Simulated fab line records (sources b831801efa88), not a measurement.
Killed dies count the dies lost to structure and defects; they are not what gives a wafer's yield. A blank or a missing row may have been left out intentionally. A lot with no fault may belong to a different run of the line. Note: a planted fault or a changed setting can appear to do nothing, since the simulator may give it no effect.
fab line records | flow sky130
record lots=6 | wafers=18 | lastDay=50
route steps=708 shown LOCAL_INTERCONNECT@404 CONTACT@406 PAD_OPEN@708
lots that met no fault: from a run of the same line without faults
startH: start of the lot's first displayed wafer, in hours after the record's first day | waitH: how many hours have passed since the lot's step before this one | " same as the row above | L1.1+2: a row that stands for several wafers | - value missing, or start not given | * or withheld: withheld | < > ~ a bound
route shown NAME@n: names a module that has steps shown in the file, with the first one's number in the route | usual: mean and standard deviation over wafers with no fault | same: alike in all rows | chamber/n: place in a boat | sites: the reading at each site | _std_site: standard deviation of those values | _edge_site: outer sites' mean less inner sites' | radiusMm: how far each site lies from the wafer's centre | mask NAME#n: copy n | behind: tool/chamber where the wafer was last shaped | hold: cause of the lot's hold/its duration in hours/its outcome | device: which transistor (n, p or np) failed to switch | end of line: the route-end tests of the same wafers | where a step has no rows: the recipe by itself | killed: dies that structure and defects cost at the first sort, which is not the same as the wafer's yield | map: a wafer's dies, marking killed ones x, the rest . and places with no die _
set.NAME: the setting that was run; set.NAME@STEP: the one run at that earlier step | model.NAME: the simulator's own value behind a step, which no gauge read
lots seen at some steps along the route; tables by step, rows by wafer
services: from which hour (startH, from the record's first day; less than 0 if before it) a tool's chamber was out of use, for how many hours, and why
## steps
# step SKY_LOCAL_INTERCONNECT_CLEAN_17
# recipe chemistry=IPA | timeS=180 | tempC=25
# step SKY_LOCAL_INTERCONNECT_CLEAN_18
# recipe chemistry=O3/DIW | dry=n2Spin
# step SKY_CONTACT_CVD_00
# recipe material=Si3N4 | targetThkNm=75 | tempC=400 | timeS=withheld | rfW=450
# usual heaterPowerW=719/92
lot.wafer | tool     | chamber | startH | waitH | heaterPowerW
L182.1    | pecvd-03 | 2       | 722.89 | 0.0   | 775
L182.3    | "        | 0       | "      | "     | 737
L182.4    | "        | 0       | "      | "     | 725
L183.1    | pecvd-02 | 1       | 723.24 | 0.0   | 642
L183.3    | "        | 2       | "      | "     | 903
L183.6    | "        | 0       | "      | "     | 754
L191.1    | pecvd-02 | 0       | 787.95 | 0.0   | 777
L191.3    | "        | 1       | "      | "     | 675
L191.4    | "        | 2       | "      | "     | 901
L192.1    | pecvd-04 | 2       | 793.92 | 0.0   | 565
L192.2    | "        | 0       | "      | "     | 661
L192.3    | "        | 1       | "      | "     | 744
L196.2    | pecvd-04 | 1       | 820.77 | 0.0   | 797
L196.3    | "        | 2       | "      | "     | 585
L196.4    | "        | 2       | "      | "     | 572
L202.3    | pecvd-03 | 0       | 882.59 | 0.0   | 594
L202.4    | "        | 0       | "      | "     | 610
L202.5    | "        | 2       | "      | "     | 687
# step SKY_CONTACT_THK_MEAS_01
# recipe reads=Si3N4_of_CONTACT_CVD_00
# usual CONTACT_CVD_00_THK=75.3/1.2
lot.wafer | tool         | chamber | startH | waitH | CONTACT_CVD_00_THK[nm]
L182.1    | filmMetro-04 | -       | 722.93 | -     | 72.0
L182.3    | "            | -       | "      | "     | 72.8
L182.4    | "            | -       | "      | "     | 74.7
L183.1    | filmMetro-04 | -       | 723.28 | -     | 75.4
L183.3    | "            | -       | "      | "     | 75.5
L183.6    | "            | -       | "      | "     | 76.5
L191.1    | filmMetro-02 | -       | 787.98 | -     | 76.0
L191.3    | "            | -       | "      | "     | 74.2
L191.4    | "            | -       | "      | "     | 77.0
L192.1    | filmMetro-04 | -       | 793.96 | -     | 75.7
L192.2    | "            | -       | "      | "     | 74.1
L192.3    | "            | -       | "      | "     | 74.9
L196.2    | filmMetro-03 | -       | 820.82 | -     | 75.0
L196.3    | "            | -       | "      | "     | 75.9
L196.4    | "            | -       | "      | "     | 75.9
L202.3    | filmMetro-03 | -       | 882.65 | -     | 73.2
L202.4    | "            | -       | "      | "     | 74.7
L202.5    | "            | -       | "      | "     | 74.3
# step SKY_CONTACT_HDPCVD_02
# recipe material=SiO2 | targetThkNm=565 | sigmaOpenFrac=0.3 | timeS=94.2 | tempC=600 | sih4FlowSccm=60 | pressureMtorr=6
# step SKY_CONTACT_THK_MEAS_03
# recipe reads=SiO2_of_CONTACT_HDPCVD_02
# usual CONTACT_HDPCVD_THK=568/5.6
lot.wafer | tool         | chamber | startH | waitH | CONTACT_HDPCVD_THK[nm]
L182.1    | filmMetro-03 | -       | 723.05 | 0.0   | 568
L182.3    | "            | -       | "      | "     | 570
L182.4    | "            | -       | "      | "     | 569
L183.1    | filmMetro-03 | -       | 723.41 | 0.0   | 567
L183.3    | "            | -       | "      | "     | 571
L183.6    | "            | -       | "      | "     | 563
L191.1    | filmMetro-03 | -       | 788.11 | 0.0   | 573
L191.3    | "            | -       | "      | "     | 566
L191.4    | "            | -       | "      | "     | 567
L192.1    | filmMetro-02 | -       | 794.09 | 0.0   | 571
L192.2    | "            | -       | "      | "     | 561
L192.3    | "            | -       | "      | "     | 570
L196.2    | filmMetro-02 | -       | 820.95 | 0.0   | 568
L196.3    | "            | -       | "      | "     | 577
L196.4    | "            | -       | "      | "     | 579
L202.3    | filmMetro-04 | -       | 882.77 | 0.1   | 569
L202.4    | "            | -       | "      | "     | 572
L202.5    | "            | -       | "      | "     | 572
# step SKY_CONTACT_CMP_04
# recipe material=SiO2 | downForcePsi=4 | platenRpm=60 | padVelocityMS=0.94248
# usual motorCurrentA=11.8/1.1 | slurryFilterDpKPa=13.50/0.13 | timeToEndpointS=83/3.9
lot.wafer | tool   | chamber | startH | waitH | motorCurrentA | slurryFilterDpKPa | timeToEndpointS
L182.4    | cmp-01 | 1       | 723.27 | 0.2   | 11.4          | 13.26             | 76
L182.1    | "      | 3       | "      | "     | 11.9          | 13.70             | 80
L182.3    | "      | 0       | "      | "     | 12.9          | 13.62             | 81
L183.1    | cmp-02 | 1       | 723.47 | 0.1   | 12.4          | 13.38             | 81
L183.3    | "      | 0       | "      | "     | 10.1          | 13.50             | 81
L183.6    | "      | 2       | "      | "     | 10.6          | 13.68             | 80
L191.1    | cmp-01 | 0       | 788.17 | 0.1   | 12.7          | 13.58             | 85
L191.3    | "      | 1       | "      | "     | 11.5          | 13.76             | 81
L191.4    | "      | 2       | "      | "     | 11.7          | 13.43             | 86
L192.2    | cmp-01 | 2       | 794.17 | 0.1   | 11.5          | 13.39             | 81
L192.3    | "      | 3       | "      | "     | 11.5          | 13.54             | 86
L192.1    | "      | 1       | "      | "     | 10.9          | 13.62             | 81
L196.4    | cmp-02 | 3       | 821.00 | 0.0   | 14.4          | 13.35             | 95
L196.2    | "      | 0       | "      | "     | 10.3          | 13.45             | 84
L196.3    | "      | 1       | "      | "     | 12.5          | 13.32             | 88
L202.3    | cmp-01 | 1       | 882.86 | 0.1   | 11.5          | 13.37             | 83
L202.4    | "      | 2       | "      | "     | 11.0          | 13.55             | 88
L202.5    | "      | 0       | "      | "     | 13.5          | 13.31             | 85
# step SKY_CONTACT_BOW_MEAS_05
# recipe mode=bow
# usual CONTACT_BOW=84/6.7
lot.wafer | tool         | chamber | startH | waitH | CONTACT_BOW[um]
L182.1    | filmMetro-02 | -       | 723.57 | 0.1   | 75
L182.3    | "            | -       | "      | "     | 85
L182.4    | "            | -       | "      | "     | 86
L183.1    | filmMetro-04 | -       | 723.77 | 0.2   | 81
L183.3    | "            | -       | "      | "     | 79
L183.6    | "            | -       | "      | "     | 83
L191.1    | filmMetro-04 | -       | 788.47 | 0.2   | 83
L191.3    | "            | -       | "      | "     | 86
L191.4    | "            | -       | "      | "     | 79
L192.1    | filmMetro-04 | -       | 794.47 | 0.1   | 88
L192.2    | "            | -       | "      | "     | 87
L192.3    | "            | -       | "      | "     | 85
L196.2    | filmMetro-03 | -       | 821.32 | 0.2   | 81
L196.3    | "            | -       | "      | "     | 97
L196.4    | "            | -       | "      | "     | 78
L202.3    | filmMetro-02 | -       | 883.15 | 0.2   | 81
L202.4    | "            | -       | "      | "     | 81
L202.5    | "            | -       | "      | "     | 82
# step SKY_CONTACT_DEHYDRATE_06
# recipe tempC=200 | timeS=60
# step SKY_CONTACT_HMDS_07
# recipe primeTimeS=60 | primeTempC=120
# step SKY_CONTACT_COAT_08
# recipe resist=BARC | tempC=withheld | timeS=withheld | spinRpm=3000 | resistThkNm=60
# step SKY_CONTACT_COAT_09
# recipe resist=KrF-thick | spinRpm=3000 | resistThkNm=450
# step SKY_CONTACT_SOFTBAKE_10
# recipe tempC=100.6 | timeS=90 | resist=KrF-thick
# usual chillPlateTempC=23.00/0.11 | runLengthS=119.15/0.28
lot.wafer | tool          | chamber | startH | waitH | chillPlateTempC | runLengthS
L182.1    | lithoTrack-02 | 0       | 737    | -     | 22.98           | 119.09
L182.3    | "             | 0       | "      | "     | 22.83           | 119.19
L182.4    | "             | 0       | "      | "     | 23.04           | 119.10
L183.1    | lithoTrack-01 | 0       | 738    | -     | 22.78           | 118.88
L183.3    | "             | 0       | "      | "     | 22.93           | 119.12
L183.6    | "             | 0       | "      | "     | 22.95           | 118.80
L191.1    | lithoTrack-02 | 0       | 802    | -     | 23.12           | 124.16
L191.3    | "             | 0       | "      | "     | 23.15           | 124.25
L191.4    | "             | 0       | "      | "     | 23.20           | 124.01
L192.1    | lithoTrack-02 | 0       | 807    | -     | 23.17           | 124.44
L192.2    | "             | 0       | "      | "     | 23.10           | 124.24
L192.3    | "             | 0       | "      | "     | 23.03           | 124.41
L196.2    | lithoTrack-01 | 0       | 833    | -     | 22.96           | 119.20
L196.3    | "             | 0       | "      | "     | 22.83           | 118.81
L196.4    | "             | 0       | "      | "     | 23.13           | 118.92
L202.3    | lithoTrack-01 | 0       | 895    | -     | 23.08           | 118.81
L202.4    | "             | 0       | "      | "     | 23.00           | 118.93
L202.5    | "             | 0       | "      | "     | 23.32           | 119.04
# step SKY_CONTACT_EXPOSE_11
# recipe maskId=CTM1 | na=0.8 | sourceShape=annular | sigmaInner=0.55 | sigmaOuter=0.85 | targetCdNm=170 | doseMj=38
# step SKY_PAD_OPEN_PROBE_99
# usual killed_at_M0_to_M3=45/6.8 | killed_at_M4_up=3.1/2 | killedAtContacts=23/5.2 | killedAtFrontEnd=14/3.7 | killedAtOther=0.3/0.61 | killedDies=86/9 | killedOpen=46/6.9 | killedShort=39/6.4
# same grossDies=492 | killedAtBackSide=0
lot.wafer | tool      | chamber | startH  | waitH | killed_at_M0_to_M3 | killed_at_M4_up | killedAtContacts | killedAtFrontEnd | killedAtOther | killedDies | killedOpen | killedShort
L182.1    | prober-02 | -       | 1086.83 | 0.1   | 42                 | 7               | 22               | 15               | 1             | 87         | 46         | 41
L182.3    | prober-02 | -       | 1086.93 | 0.2   | 45                 | 1               | 27               | 14               | 0             | 87         | 48         | 39
L182.4    | prober-02 | -       | 1086.98 | 0.2   | 40                 | 3               | 23               | 11               | 0             | 77         | 45         | 32
L183.1    | prober-01 | -       | 1087.96 | 0.1   | 37                 | 3               | 27               | 14               | 2             | 83         | 50         | 32
L183.3    | prober-01 | -       | 1088.06 | 0.2   | 39                 | 2               | 25               | 19               | 0             | 85         | 40         | 45
L183.6    | prober-01 | -       | 1088.21 | 0.2   | 31                 | 6               | 16               | 13               | 0             | 66         | 32         | 33
L191.1    | prober-01 | -       | 1134.00 | 0.1   | 39                 | 3               | 26               | 15               | 0             | 83         | 45         | 38
L191.3    | prober-01 | -       | 1134.10 | 0.2   | 41                 | 0               | 18               | 13               | 1             | 73         | 45         | 28
L191.4    | prober-01 | -       | 1134.15 | 0.2   | 58                 | 5               | 25               | 16               | 0             | 104        | 60         | 44
L192.1    | prober-02 | -       | 1139.16 | 0.1   | 48                 | 2               | 23               | 14               | 1             | 88         | 43         | 45
L192.2    | prober-02 | -       | 1139.21 | 0.1   | 43                 | 3               | 22               | 12               | 0             | 80         | 42         | 37
L192.3    | prober-02 | -       | 1139.26 | 0.2   | 37                 | 1               | 31               | 14               | 0             | 83         | 55         | 28
L196.2    | prober-02 | -       | 1156.61 | 0.1   | 44                 | 2               | 23               | 11               | 0             | 80         | 53         | 27
L196.3    | prober-02 | -       | 1156.66 | 0.2   | 34                 | 2               | 21               | 22               | 1             | 80         | 46         | 34
L196.4    | prober-02 | -       | 1156.71 | 0.2   | 40                 | 5               | 16               | 17               | 0             | 78         | 48         | 30
L202.3    | prober-01 | -       | 1199.77 | 0.2   | 43                 | 4               | 21               | 13               | 1             | 82         | 36         | 46
L202.4    | prober-01 | -       | 1199.82 | 0.2   | 44                 | 2               | 22               | 16               | 0             | 84         | 44         | 40
L202.5    | prober-01 | -       | 1199.87 | 0.2   | 38                 | 5               | 14               | 9                | 0             | 66         | 36         | 30
# killed by level:class
L182.1 VIA1:geometricParticle:open=9 CONTACT:geometricParticle:open=7 METAL2:geometricParticle:short=7 VIA2:geometricParticle:open=6 POLY_GATE:geometricParticle:short=5 LI_CONTACT:geometricParticle:open=5 VIA3:geometricParticle:open=5 VIA1:geometricParticle:short=5
L182.3 VIA1:geometricParticle:open=14 CONTACT:geometricParticle:open=8 VIA1:geometricParticle:short=7 VIA3:geometricParticle:open=7 METAL1:geometricParticle:short=6 LI_CONTACT:geometricParticle:open=5 POLY_GATE:geometricParticle:short=4 LI_CONTACT:geometricParticle:short=4
L182.4 VIA1:geometricParticle:open=11 LI_CONTACT:geometricParticle:open=10 CONTACT:geometricParticle:open=6 METAL1:geometricParticle:short=6 VIA3:geometricParticle:open=6 CONTACT:geometricParticle:short=4 POLY_GATE:geometricParticle:open=3 METAL4:geometricParticle:short=3
L183.1 CONTACT:geometricParticle:open=11 VIA1:geometricParticle:open=9 POLY_GATE:geometricParticle:open=7 VIA3:geometricParticle:open=7 LI_CONTACT:geometricParticle:open=6 VIA2:geometricParticle:open=5 LI_CONTACT:geometricParticle:short=4 METAL1:geometricParticle:short=4
L183.3 CONTACT:geometricParticle:open=7 CONTACT:geometricParticle:short=7 VIA1:geometricParticle:open=7 POLY_GATE:geometricParticle:short=6 LI_CONTACT:geometricParticle:open=6 METAL2:geometricParticle:short=6 VIA3:geometricParticle:short=6 POLY_GATE:geometricParticle:open=5
L183.6 VIA1:geometricParticle:open=8 METAL1:geometricParticle:short=7 CONTACT:geometricParticle:open=7 LI_CONTACT:geometricParticle:open=4 VIA2:geometricParticle:open=4 VIA3:geometricParticle:short=4 METAL4:geometricParticle:short=4 POLY_GATE:geometricParticle:short=3
L191.1 CONTACT:geometricParticle:open=9 VIA1:geometricParticle:open=9 METAL1:geometricParticle:short=8 FIELD_ISO:geometricParticle:open=6 CONTACT:geometricParticle:short=6 LI_CONTACT:geometricParticle:short=5 LI_CONTACT:geometricParticle:open=5 VIA2:geometricParticle:open=5
L191.3 VIA1:geometricParticle:open=11 CONTACT:geometricParticle:open=8 VIA2:geometricParticle:open=8 LI_CONTACT:geometricParticle:open=6 METAL1:geometricParticle:short=4 VIA1:geometricParticle:short=4 POLY_GATE:geometricParticle:short=3 METAL3:geometricParticle:short=3
L191.4 CONTACT:geometricParticle:open=12 VIA1:geometricParticle:open=11 VIA3:geometricParticle:open=10 VIA2:geometricParticle:open=9 METAL2:geometricParticle:short=7 LI_CONTACT:geometricParticle:open=6 METAL1:geometricParticle:short=5 VIA1:geometricParticle:short=5
L192.1 VIA2:geometricParticle:open=11 CONTACT:geometricParticle:open=9 LI_CONTACT:geometricParticle:open=7 METAL1:geometricParticle:short=7 VIA1:geometricParticle:open=7 METAL2:geometricParticle:short=7 POLY_GATE:geometricParticle:short=5 FIELD_ISO:geometricParticle:short=4
L192.2 VIA1:geometricParticle:open=13 VIA3:geometricParticle:open=9 CONTACT:geometricParticle:open=7 METAL2:geometricParticle:short=6 LI_CONTACT:geometricParticle:open=5 POLY_GATE:geometricParticle:short=4 VIA1:geometricParticle:short=4 VIA3:geometricParticle:short=4
L192.3 CONTACT:geometricParticle:open=12 LI_CONTACT:geometricParticle:open=11 VIA1:geometricParticle:open=9 VIA2:geometricParticle:open=8 METAL1:geometricParticle:short=6 POLY_GATE:geometricParticle:open=5 POLY_GATE:geometricParticle:short=5 LOCAL_INTERCONNECT:geometricParticle:short=5
L196.2 VIA2:geometricParticle:open=10 VIA1:geometricParticle:open=10 LI_CONTACT:geometricParticle:open=7 CONTACT:geometricParticle:open=7 VIA3:geometricParticle:open=7 POLY_GATE:geometricParticle:open=6 CONTACT:geometricParticle:short=5 VIA1:geometricParticle:short=4
L196.3 VIA1:geometricParticle:open=10 LI_CONTACT:geometricParticle:open=9 POLY_GATE:geometricParticle:short=8 CONTACT:geometricParticle:open=7 FIELD_ISO:geometricParticle:open=5 CONTACT:geometricParticle:short=5 VIA3:geometricParticle:open=5 POLY_GATE:geometricParticle:open=4
L196.4 VIA2:geometricParticle:open=10 VIA3:geometricParticle:open=8 VIA1:geometricParticle:open=6 LI_CONTACT:geometricParticle:open=5 CONTACT:geometricParticle:open=5 POLY_GATE:geometricParticle:open=4 METAL1:geometricParticle:short=4 FIELD_ISO:geometricParticle:short=3
L202.3 LI_CONTACT:geometricParticle:open=12 VIA1:geometricParticle:open=8 VIA1:geometricParticle:short=7 FIELD_ISO:geometricParticle:short=4 POLY_GATE:geometricParticle:short=4 METAL1:geometricParticle:short=4 METAL1:geometricParticle:open=4 VIA3:geometricParticle:short=4
L202.4 VIA1:geometricParticle:open=12 VIA2:geometricParticle:open=8 VIA1:geometricParticle:short=7 LI_CONTACT:geometricParticle:open=6 CONTACT:geometricParticle:open=6 METAL1:geometricParticle:short=6 FIELD_ISO:geometricParticle:short=4 LOCAL_INTERCONNECT:geometricParticle:short=4
L202.5 VIA1:geometricParticle:open=7 VIA3:geometricParticle:open=6 VIA1:geometricParticle:short=6 VIA2:geometricParticle:open=6 METAL4:geometricParticle:short=4 FIELD_ISO:geometricParticle:open=4 LI_CONTACT:geometricParticle:open=4 CONTACT:geometricParticle:open=4
## services
tool          | chamber | startH | hours | kind
pecvd-02      | 0       | 700.47 | 2.1   | scheduledDown
cmp-02        | -       | 710.57 | 4.5   | repair
cmp-01        | -       | 721.15 | 1.1   | repair
pecvd-02      | 0       | 726.52 | 6.9   | repair
cmp-02        | -       | 727.10 | 2.1   | repair
pecvd-02      | 2       | 740.22 | 2.1   | scheduledDown
cmp-02        | -       | 744.00 | 4.0   | pm
cmp-02        | -       | 748.00 | -     | consumableReplace:conditioner
cmp-02        | -       | 748.00 | -     | consumableReplace:pad
pecvd-02      | 0       | 750.43 | 5.5   | scheduledDown
pecvd-03      | -       | 754.90 | 0.7   | repair
pecvd-04      | -       | 755.01 | 1.0   | repair
pecvd-02      | -       | 771.01 | 1.2   | repair
pecvd-02      | -       | 775.69 | 0.5   | repair
pecvd-04      | 0       | 776.80 | 4.3   | repair
pecvd-02      | -       | 793.48 | 1.1   | repair
cmp-01        | -       | 798.30 | 0.3   | repair
pecvd-02      | 2       | 805.33 | 17.7  | repair
pecvd-02      | -       | 807.72 | 0.7   | repair
cmp-02        | -       | 825.05 | 0.8   | repair
cmp-01        | -       | 885.02 | 1.8   | repair
pecvd-03      | 2       | 886.22 | 55.2  | repair
lithoTrack-02 | -       | 889.09 | -     | consumableReplace:filter
pecvd-04      | 1       | 891.29 | 4.1   | repair
## key
firstSign step=SKY_CONTACT_SOFTBAKE_10 | reading=runLengthS | direction=up | sigmas=18 | usual=* | struck=*
effect none on later readings
metAt SKY_CONTACT_SOFTBAKE_10
struckWafers L191.1,L191.3,L191.4,L192.1,L192.2,L192.3
testerLeftOut L191,L192
onsetBetween 737 802
fault kind=processParameterDrift | tool=lithoTrack-02 | chamber=- | onsetH=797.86 | steps=SKY_CONTACT_SOFTBAKE_10 | channel=timeS | offset=* | shape=step | endH=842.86 | actsIn=* | stated=*
# testerLeftOut: of these lots the tester's yield and bins aren't shown, on N5 and GAA mostly nor the transistor test; their killed dies are dies lost to structure and defects alone, not to doping, threshold or leakage, so they don't give the yield
